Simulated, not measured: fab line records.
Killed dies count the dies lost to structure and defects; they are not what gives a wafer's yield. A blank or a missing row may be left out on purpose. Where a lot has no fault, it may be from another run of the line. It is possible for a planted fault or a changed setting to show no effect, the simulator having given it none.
Which tool was responsible? + flow gf180mcu + Sampling: 11 lots, 33 wafers, 5 of 602 route steps

WHAT EACH GAUGE READ, for each wafer
GF_VT_IMPLANT_OVL_MEAS_07.
| lot  | measured     | on         | VT_IMPLANT_OVL (nm) |
|------|--------------|------------|---------------------|
| L845 | day 6 02:13  | overlay-02 | 1.3 0.1 -0.3        |
| L846 | day 6 10:08  | overlay-01 | 1.4 0.5 1.5         |
| L847 | day 6 14:53  | overlay-01 | -1.4 1.5 1.3        |
| L850 | day 7 10:44  | overlay-02 | 0.8 1.2 1.7         |
| L856 | day 8 22:29  | overlay-01 | - - -               |
| L857 | day 9 07:34  | overlay-02 | - - -               |
| L858 | day 9 12:56  | overlay-02 | -0.3 2.5 1.2        |
| L859 | day 9 17:01  | overlay-01 | 0.4 0.9 0.1         |
| L861 | day 10 05:47 | overlay-01 | -0.3 0.2 0.6        |
| L862 | day 10 13:46 | overlay-02 | 0.6 0.3 1.0         |
| L866 | day 11 11:49 | overlay-01 | 2.4 1.3 -0.7        |

GF_VT_IMPLANT_TW_MEAS_21.
| lot  | measured     | on           | VT_IMPLANT_2_TW |
|------|--------------|--------------|-----------------|
| L845 | day 6 17:07  | filmMetro-02 | 1235 1230 1242  |
| L846 | day 7 01:17  | filmMetro-02 | 1235 1240 1240  |
| L847 | day 7 06:27  | filmMetro-01 | 1207 1212 1208  |
| L850 | day 8 02:28  | filmMetro-03 | 1200 1200 1205  |
| L856 | day 9 16:55  | filmMetro-02 | 1263 1270 1275  |
| L857 | day 10 01:34 | filmMetro-03 | 1245 1242 1235  |
| L858 | day 10 07:28 | filmMetro-03 | 1214 1208 1214  |
| L859 | day 10 11:43 | filmMetro-01 | 1219 1220 1218  |
| L861 | day 11 00:11 | filmMetro-01 | 1219 1212 1216  |
| L862 | day 11 08:51 | filmMetro-01 | 1215 1207 1215  |
| L866 | day 12 06:39 | filmMetro-03 | 1214 1204 1207  |

GF_VT_IMPLANT_TW_MEAS_32.
| lot  | measured     | on           | VT_IMPLANT_3_TW |
|------|--------------|--------------|-----------------|
| L845 | day 7 09:25  | filmMetro-02 | 279 278 279     |
| L846 | day 7 17:15  | filmMetro-01 | 272 271 270     |
| L847 | day 7 22:56  | filmMetro-01 | 271 270 270     |
| L850 | day 8 19:07  | filmMetro-03 | 270 270 269     |
| L856 | day 10 10:59 | filmMetro-03 | 581 579 578     |
| L857 | day 10 19:08 | filmMetro-03 | 579 578 578     |
| L858 | day 11 01:02 | filmMetro-02 | 278 279 279     |
| L859 | day 11 06:05 | filmMetro-01 | 273 272 270     |
| L861 | day 11 18:58 | filmMetro-03 | 270 271 269     |
| L862 | day 12 04:11 | filmMetro-02 | 277 279 276     |
| L866 | day 13 03:04 | filmMetro-03 | 270 269 270     |

WHAT TOOL EACH LOT RAN ON (gives the tool, then ch and the chambers of the sampled wafers, and finally the start)
| lot  | GF_DNWELL_STRIP_08                 | GF_VT_IMPLANT_COAT_02            |
|------|------------------------------------|----------------------------------|
| L845 | plasmaAsher-03 ch 0,1, day 3 04:08 | lithoTrack-01 ch 0, day 5 19:01  |
| L846 | plasmaAsher-02 ch 0,1, day 3 10:23 | lithoTrack-01 ch 0, day 6 02:31  |
| L847 | plasmaAsher-03 ch 0,1, day 3 15:37 | lithoTrack-02 ch 0, day 6 07:15  |
| L850 | plasmaAsher-03 ch 0,1, day 4 08:31 | lithoTrack-04 ch 0, day 7 02:47  |
| L856 | plasmaAsher-04 ch 0,1, day 5 15:18 | lithoTrack-02, day 8 14:48       |
| L857 | plasmaAsher-03 ch 0,1, day 5 22:32 | lithoTrack-02, day 8 22:18       |
| L858 | plasmaAsher-04 ch 0,1, day 6 03:31 | lithoTrack-01 ch 0, day 9 04:34  |
| L859 | plasmaAsher-04 ch 0,1, day 6 06:43 | lithoTrack-04 ch 0, day 9 08:32  |
| L861 | plasmaAsher-04 ch 0,1, day 6 17:56 | lithoTrack-02 ch 0, day 9 20:39  |
| L862 | plasmaAsher-04 ch 0,1, day 7 00:58 | lithoTrack-02 ch 0, day 10 04:56 |
| L866 | plasmaAsher-02 ch 0,1, day 7 21:12 | lithoTrack-02 ch 0, day 11 02:45 |
- GF_DNWELL_STRIP_08: strips in O2/N2.
- GF_VT_IMPLANT_COAT_02: resist thk 1000 nm.

AS READ BY THE TOOLS THEMSELVES (means over the sampled wafers that have a number; for cases with no such wafer, the mark the record gives instead)
GF_DNWELL_STRIP_08.
| lot  | tool           | chamberPressureMTorr (mTorr) | drypumpMotorCurrentA (A) | heaterPowerW (W) | oesProductAu (a.u.) | stripTimeToEndpointS (s) |
|------|----------------|------------------------------|--------------------------|------------------|---------------------|--------------------------|
| L845 | plasmaAsher-03 | 1500.9                       | 5.4                      | 310              | 0.717               | 36.94                    |
| L846 | plasmaAsher-02 | 1500.8                       | 5.3                      | 349              | 0.721               | 37.04                    |
| L847 | plasmaAsher-03 | 1499.0                       | 5.2                      | 298              | 0.720               | 36.89                    |
| L850 | plasmaAsher-03 | 1499.1                       | 5.4                      | 307              | 0.725               | 36.89                    |
| L856 | plasmaAsher-04 | 1499.3                       | 6.4                      | 399              | 0.725               | 36.86                    |
| L857 | plasmaAsher-03 | 1500.0                       | 5.4                      | 312              | 0.724               | 36.84                    |
| L858 | plasmaAsher-04 | 1501.1                       | 6.2                      | 392              | 0.716               | 36.91                    |
| L859 | plasmaAsher-04 | 1499.5                       | 6.3                      | 397              | 0.719               | 37.03                    |
| L861 | plasmaAsher-04 | 1500.8                       | 6.4                      | 393              | 0.725               | 36.87                    |
| L862 | plasmaAsher-04 | 1499.5                       | 6.4                      | 396              | 0.725               | 36.88                    |
| L866 | plasmaAsher-02 | 1498.5                       | 5.5                      | 322              | 0.725               | 36.93                    |

GF_VT_IMPLANT_COAT_02.
| lot  | tool          | chillPlateTempC (C) | dispensePressureKPa (kPa) |
|------|---------------|---------------------|---------------------------|
| L845 | lithoTrack-01 | 22.96               | 53                        |
| L846 | lithoTrack-01 | 23.00               | 53                        |
| L847 | lithoTrack-02 | 23.04               | 59                        |
| L850 | lithoTrack-04 | 22.92               | 48                        |
| L856 | lithoTrack-02 | -                   | -                         |
| L857 | lithoTrack-02 | -                   | -                         |
| L858 | lithoTrack-01 | 22.97               | 53                        |
| L859 | lithoTrack-04 | 22.92               | 48                        |
| L861 | lithoTrack-02 | 23.00               | 59                        |
| L862 | lithoTrack-02 | 22.93               | 59                        |
| L866 | lithoTrack-02 | 23.10               | 59                        |

THE ANSWER, worked out from the rows above alone
Rule: the usual values come from the lots themselves. The widest of any qualifying gaps counts: lots, ordered by their means at a reading, are off when they make up no more than a third of the lots, leave a main group of 4 or more, and stand apart from it by 3 or more times the standard deviation of that group's means. A main group is skipped when, at the precision printed for the reading in the tables above, its means are all equal. Also off: a lot with no number at a reading for which 4 or more lots have one. The other lots that the step has rows for count as sound. The gauges are gone through in route order, then the tools' own readings, and for those a lot's mean is taken as printed above. At the first step where some lot is off, the reading lying furthest off is the one used; lots without a number count as furthest.
Off: at GF_VT_IMPLANT_OVL_MEAS_07 (VT_IMPLANT_OVL), L856, L857. Without a number there: L856, L857. Mean 0.7 nm and standard deviation 0.37 in the main group.
A tool fits if, at a process step before that reading, it ran every lot that is off, and no sound lot after the first of them. Not tried: the gauges at GF_VT_IMPLANT_OVL_MEAS_07; whatever is off there is also off at GF_VT_IMPLANT_TW_MEAS_32, on other tools, and gauge error can't account for it. No candidate that was tried fits.

WHAT HAD BEEN PUT IN BY THE SIMULATOR
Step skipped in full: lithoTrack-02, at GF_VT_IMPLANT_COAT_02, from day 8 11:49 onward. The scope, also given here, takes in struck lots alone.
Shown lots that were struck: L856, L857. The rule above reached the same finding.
